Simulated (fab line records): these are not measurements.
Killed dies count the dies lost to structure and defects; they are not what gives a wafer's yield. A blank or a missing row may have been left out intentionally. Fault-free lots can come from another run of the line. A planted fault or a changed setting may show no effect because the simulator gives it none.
A struck lot beside a sound one    flow sky130    14 steps out of a route of 708
Sound: the wafers L543.2, L543.3, L543.4. The struck wafers were L553.1, L553.2, L553.5. The cause is named last.
Per side, at each step with rows, come the tool, then ch with its chambers, and then its first start. Under that, the readings that differ: sound wafers    struck wafers    difference of the means    sigmas: that difference in standard deviations of wafers without a fault.
alike: words and numbers the same on both sides, and readings whose means are apart by under 2 such deviations; not compared: readings that were withheld, readings missing a value for some wafer, numbers with overlapping values and no deviation given by the record, and bounds like >300 which may hide the same value.
A row with sigmas, a row that says differs or no value, or rows on one side alone: a step with any of these is where the two part. Numbers that don't overlap but have no deviation are shown without sigmas and don't part them. Lack of a reading on every wafer of one side parts them only where that side has two or more wafers.

SKY_METAL5_SPUTTER_00: material Ti, target thk 15 nm, time 10 s.
  struck on pvd_sputter-01, day 47 13:15; sound on pvd_sputter-04, day 45 05:02
  alike: cathode_dc_power_W, throttle_valve_pct
SKY_METAL5_SPUTTER_01: material TiN, target thk 20 nm, time 16.7 s.
  struck on pvd_sputter-01, day 47 13:16; sound on pvd_sputter-04, day 45 05:04
  alike: cathode_dc_power_W, throttle_valve_pct
SKY_METAL5_SPUTTER_02: material AlCu, target thk 1150 nm, time 61.2 s.
  struck on pvd_sputter-01, day 47 13:18; sound on pvd_sputter-04, day 45 05:05
  alike: cathode_dc_power_W, throttle_valve_pct
SKY_METAL5_SPUTTER_03: material Ti, target thk 5 nm, time 3.3 s.
  struck on pvd_sputter-01, day 47 13:21; sound on pvd_sputter-04, day 45 05:08
  alike: cathode_dc_power_W, throttle_valve_pct
SKY_METAL5_SPUTTER_04: material TiN, target thk 70 nm, time 58.3 s.
  struck on pvd_sputter-01, day 47 13:22; sound on pvd_sputter-04, day 45 05:09
  alike: cathode_dc_power_W, throttle_valve_pct
SKY_METAL5_RS_MEAS_05: measures by four-point-probe.
  struck on film_metro-01, day 47 13:25; sound on film_metro-04, day 45 05:13
  alike: METAL5_ALCU_RS
SKY_METAL5_THK_MEAS_06: measures by xrf.
  struck on film_metro-01, day 47 13:32; sound on film_metro-04, day 45 05:20
  alike: METAL5_ALCU_THK
then, 5 steps without rows for these wafers: SKY_METAL5_DEHYDRATE_07 (time 60 s); SKY_METAL5_HMDS_08 (prime time 60 s); SKY_METAL5_COAT_09 (resist thk 1800 nm); SKY_METAL5_SOFTBAKE_10 (time 60 s); SKY_METAL5_EXPOSE_11 (exposes mask MM5, target cd 1600 nm).
SKY_METAL5_PEB_12:
  sound on litho_track-02 ch 0, day 46 00:50; struck on litho_track-04, day 48 08:07
reading          sound           struck  difference                     sigmas
exhaust_pa (Pa)  44.7 43.8 44.1  - - -   no value on the struck wafers  
  not compared: chill_plate_temp_C
then, 1 step without rows for these wafers: SKY_METAL5_DEVELOP_13 (develop time 60 s).

WHERE THEY PART
Within this record, at SKY_METAL5_PEB_12 only.

WHY: the cause the simulator had injected
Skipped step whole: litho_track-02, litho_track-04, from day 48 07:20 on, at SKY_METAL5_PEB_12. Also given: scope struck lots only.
